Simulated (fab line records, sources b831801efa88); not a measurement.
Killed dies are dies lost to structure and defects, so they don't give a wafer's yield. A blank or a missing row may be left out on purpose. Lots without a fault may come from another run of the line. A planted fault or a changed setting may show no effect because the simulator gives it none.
A struck lot beside a sound one | flow gf180mcu | 14 steps out of a route of 602
Sound: wafers L542.3, L542.5, L542.6. Struck: wafers L537.3, L537.5, L537.6. The cause comes at the end.
At each step with rows: each side's tool, then ch and its chambers, then its first start. Under that, the readings that differ: sound wafers | struck wafers | difference of the means | sigmas: that difference in standard deviations of wafers without a fault.
alike: readings whose means differ by less than 2 such deviations, and words and numbers that are the same on both sides. not compared: withheld readings, readings that some wafer has no value for, bounds like >300 that may hide the same value, and numbers for which the record gives no deviation and whose values overlap.
The two part at a step that has a row with sigmas, a row that says differs or no value, or rows on one side only. Numbers that don't overlap but have no deviation are shown without sigmas and don't part them. A reading that every wafer of one side lacks parts them only if that side has two wafers or more.

GF_VT_IMPLANT_RS_MEAS_49: measures by four-point-probe.
  sound on film_metro-02, day 12 22:10; struck on film_metro-02, day 11 12:52
  alike: MVPSD_RS
then, 4 steps without rows for these wafers: GF_VT_IMPLANT_WET_ETCH_50 (etches SiO2 in dHF, target depth 20 nm, time 400 s); GF_DUAL_GATE_CLEAN_00 (cleans in SC1/SC2, time 150 s); GF_DUAL_GATE_CLEAN_01 (cleans in dHF, time 20 s); GF_DUAL_GATE_OXIDATION_02 (stabilise 600 s, purge 300 s, target thk 10.887 nm).
GF_DUAL_GATE_THK_MEAS_03:
  sound on film_metro-04, day 13 00:29; struck on film_metro-04, day 11 15:13
  alike: DUAL_GATE_OXIDATION_00_THK
then, 6 steps without rows for these wafers: GF_DUAL_GATE_DEHYDRATE_04 (time 60 s); GF_DUAL_GATE_HMDS_05 (prime time 60 s); GF_DUAL_GATE_COAT_06 (resist thk 1000 nm); GF_DUAL_GATE_SOFTBAKE_07 (time 60 s); GF_DUAL_GATE_EXPOSE_08 (exposes mask Dualgate, target cd 700 nm); GF_DUAL_GATE_PEB_09.
GF_DUAL_GATE_DEVELOP_10: develop time 60 s.
  sound on litho_track-01 ch 0, day 13 20:10; struck on litho_track-01, day 12 10:13
  no value came back on the struck wafers for chill_plate_temp_C (C), develop_time_s (s); on the sound wafers chill_plate_temp_C (C) reads 23.10 23.05 23.16
GF_DUAL_GATE_OVL_MEAS_11:
  sound on overlay-01, day 13 20:17; struck on overlay-02, day 12 10:20
  reading            | sound         | struck | difference                    | sigmas
  DUAL_GATE_OVL (nm) | -1.6 0.8 -0.8 | - - -  | no value on the struck wafers |

WHERE THEY PART
First at GF_DUAL_GATE_DEVELOP_10; last, within this record, at GF_DUAL_GATE_OVL_MEAS_11.

WHY: what the simulator had put in
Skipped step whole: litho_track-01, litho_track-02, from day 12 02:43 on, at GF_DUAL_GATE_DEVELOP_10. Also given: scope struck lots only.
